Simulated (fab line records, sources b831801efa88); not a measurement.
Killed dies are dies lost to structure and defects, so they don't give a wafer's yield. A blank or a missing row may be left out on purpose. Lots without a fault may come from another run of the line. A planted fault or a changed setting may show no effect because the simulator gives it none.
A struck lot beside a sound one | flow sky130 | 44 steps out of a route of 708
Sound: wafers L148.1, L148.3, L148.4. Struck: wafers L153.4, L153.5, L153.6. The cause comes at the end.
At each step with rows: each side's tool, then ch and its chambers, then its first start. Under that, the readings that differ: sound wafers | struck wafers | difference of the means | sigmas: that difference in standard deviations of wafers without a fault.
alike: readings whose means differ by less than 2 such deviations, and words and numbers that are the same on both sides. not compared: withheld readings, readings that some wafer has no value for, bounds like >300 that may hide the same value, and numbers for which the record gives no deviation and whose values overlap.
The two part at a step that has a row with sigmas, a row that says differs or no value, or rows on one side only. Numbers that don't overlap but have no deviation are shown without sigmas and don't part them. A reading that every wafer of one side lacks parts them only if that side has two wafers or more.

SKY_FIELD_ISO_STRIP_16: strips in O2/N2.
  sound on plasma_asher-02 ch 0,1, day 3 07:28; struck on plasma_asher-03 ch 0,1, day 4 08:42
  alike: drypump_motor_current_A, oes_product_au, strip_time_to_endpoint_s
  not compared: rf_hours_counter_h
SKY_FIELD_ISO_ETCH_17: etches Si in HBr/Cl2/O2, target depth 342 nm, time 97.7 s.
  sound on rie_si-02 ch 1,2,3, day 3 07:34; struck on rie_si-02 ch 1,2, day 4 08:46
  alike: O2_flow_sccm, drypump_motor_current_A, oes_product_au, throttle_valve_pct
  not compared: rf_hours_counter_h
then, 5 steps without rows for these wafers: SKY_FIELD_ISO_WET_ETCH_18 (etches Si3N4 in H3PO4, target depth 25 nm, time 286 s); SKY_FIELD_ISO_CLEAN_19 (cleans in SC1/SC2, time 150 s); SKY_FIELD_ISO_CLEAN_20 (cleans in dHF, time 20 s); SKY_FIELD_ISO_WET_ETCH_21 (etches SiO2 in dHF, target depth 20 nm, time 400 s); SKY_FIELD_ISO_OXIDATION_22 (stabilise 600 s, purge 300 s, target thk 10 nm).
SKY_FIELD_ISO_THK_MEAS_23:
  sound on film_metro-04, day 3 11:21; struck on film_metro-02, day 4 11:01
  alike: FIELD_ISO_OXIDATION_01_THK
then, 1 step without rows for these wafers: SKY_FIELD_ISO_CVD_24 (deposits SiO2, target thk 595 nm, time 99.2 s).
SKY_FIELD_ISO_THK_MEAS_25:
  sound on film_metro-04, day 3 11:29; struck on film_metro-03, day 4 11:09
  alike: FIELD_ISO_CVD_24_THK
then, 1 step without rows for these wafers: SKY_FIELD_ISO_ANNEAL_26 (time 1800 s).
SKY_FIELD_ISO_CMP_27: polishes, stops on Si3N4, t overpolish 16 s, target thk 457.8 nm.
  sound on cmp-01 ch 1,2,3, day 3 13:02; struck on cmp-01 ch 0,1,2, day 4 13:20
  alike: motor_current_A, overpolish_run_s, slurry_flow_ml_min, time_to_endpoint_s
SKY_FIELD_ISO_WET_ETCH_28: etches SiO2 in dHF, target depth 23.7 nm, time 47 s.
  sound on wet_bench-03 ch 3, day 3 13:20; struck on wet_bench-03 ch 1, day 4 13:32
  reading                                    | sound             | struck            | difference | sigmas
  bath_heat_duty_pct (%)                     | 6.6 5.8 7.2       | 25.4 26.0 27.3    | +19.7      | +24
  temp_c (C)                                 | 24.97 25.12 24.84 | 35.64 35.70 35.76 | +10.72     | +97
  model.SiO2_of_FIELD_ISO_CVD_24.thk_nm (nm) | 434 433.1 433.4   | 423.9 423.3 421.3 | -10.7      |
then, 4 steps without rows for these wafers: SKY_FIELD_ISO_WET_ETCH_29 (etches Si3N4 in H3PO4, target depth 160 nm, time 1825 s); SKY_FIELD_ISO_WET_ETCH_30 (etches SiO2 in dHF, target depth 25 nm, time 50 s); SKY_NWELL_CLEAN_00 (cleans in SC1/SC2, time 150 s); SKY_NWELL_OXIDATION_01 (stabilise 600 s, purge 300 s, target thk 10 nm).
SKY_NWELL_THK_MEAS_02:
  sound on film_metro-04, day 3 16:35; struck on film_metro-02, day 4 16:02
  alike: NWELL_OXIDATION_THK
then, 8 steps without rows for these wafers: SKY_DNWELL_DEHYDRATE_00 (time 60 s); SKY_DNWELL_HMDS_01 (prime time 60 s); SKY_DNWELL_COAT_02 (resist thk 3000 nm); SKY_DNWELL_SOFTBAKE_03; SKY_DNWELL_EXPOSE_04 (exposes mask DNM, target cd 3000 nm); SKY_DNWELL_PEB_05; SKY_DNWELL_DEVELOP_06 (develop time 60 s); SKY_DNWELL_IMPLANT_07.
SKY_DNWELL_STRIP_08: strips in O2/N2.
  sound on plasma_asher-01 ch 0,1, day 4 08:56; struck on plasma_asher-03 ch 0,1, day 5 06:46
  alike: drypump_motor_current_A, oes_product_au, strip_time_to_endpoint_s
  not compared: rf_hours_counter_h
SKY_DNWELL_TW_MEAS_09:
  sound on film_metro-01, day 4 09:02; struck on film_metro-01, day 5 06:52
  alike: DNWELL_TW
then, 7 steps without rows for these wafers: SKY_PWDE_DEHYDRATE_00 (time 60 s); SKY_PWDE_HMDS_01 (prime time 60 s); SKY_PWDE_COAT_02 (resist thk 3000 nm); SKY_PWDE_SOFTBAKE_03; SKY_PWDE_EXPOSE_04 (exposes mask PWDEM, target cd 840 nm); SKY_PWDE_PEB_05; SKY_PWDE_DEVELOP_06 (develop time 60 s).
SKY_PWDE_OVL_MEAS_07:
  sound on overlay-02, day 5 00:29; struck on overlay-01, day 6 00:57
  alike: PWDE_OVL
then, 1 step without rows for these wafers: SKY_PWDE_IMPLANT_08.
SKY_PWDE_STRIP_09: strips in O2/N2.
  sound on plasma_asher-03 ch 0,1, day 5 00:40; struck on plasma_asher-03 ch 0,1, day 6 01:10
  alike: drypump_motor_current_A, oes_product_au, strip_time_to_endpoint_s
  not compared: rf_hours_counter_h
SKY_PWDE_TW_MEAS_10:
  sound on film_metro-04, day 5 00:46; struck on film_metro-02, day 6 01:15
  reading | sound       | struck      | difference | sigmas
  PWDE_TW | 389 384 386 | 372 372 374 | -14        | -3
then, 3 steps without rows for these wafers: SKY_NWELL_DEHYDRATE_03 (time 60 s); SKY_NWELL_HMDS_04 (prime time 60 s); SKY_NWELL_COAT_05 (resist thk 3000 nm).
-- the record jumps here: 25 days lie between the struck wafers' starts before and after (it left off in module NWELL and takes up again in module SALICIDE, whose first step shown is number 361 of the route) --
SKY_SALICIDE_CLEAN_00: cleans in HF-last, time 30 s.
  sound on wet_bench-01 ch 1, day 29 08:59; struck on wet_bench-02 ch 3, day 31 05:48
  reading                                    | sound             | struck            | difference | sigmas
  model.SiO2_of_FIELD_ISO_CVD_24.thk_nm (nm) | 358.7 357.8 358.2 | 348.7 347.9 346.1 | -10.7      |
-- the record jumps here: 17 days lie between the struck wafers' starts before and after (it left off in module SALICIDE and takes up again in module PAD_OPEN, whose first step shown is number 708 of the route) --
SKY_PAD_OPEN_PROBE_99:
  sound on prober-01, day 46 21:32; struck on prober-01, day 48 02:04
  reading                                   | sound               | struck              | difference | sigmas
  model.etest.cap_li_to_poly.c_af_um2       | 100.4 101.2 101.7   | 98.69 96.83 97.86   | -3.31      |
  model.etest.field_n.vt_v (V)              | 36.18 35.43 35.12   | 35.04 34.69 34.71   | -0.76      |
  model.etest.sram_nfet_pass.off_log10_a_um | -12.62 -12.5 -12.81 | -12.2 -12.05 -12.04 | +0.5       |
  alike: killed_at_M0_to_M3, killed_at_M4_up, killed_at_contacts, killed_at_front_end, killed_at_other, killed_dies, killed_open, killed_short
  not compared: model.etest.pfet_16v.r_on_ohm_um, model.etest.cap_poly_to_well.c_af_um2

WHERE THEY PART
First at SKY_FIELD_ISO_WET_ETCH_28; last, within this record, at SKY_PWDE_TW_MEAS_10. Later steps at which nothing parts them and some readings are alike: SKY_PAD_OPEN_PROBE_99.

WHY: what the simulator had put in
Process parameter drift: wet_bench-03, from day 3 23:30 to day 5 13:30, at SKY_FIELD_ISO_WET_ETCH_28. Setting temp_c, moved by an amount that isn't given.
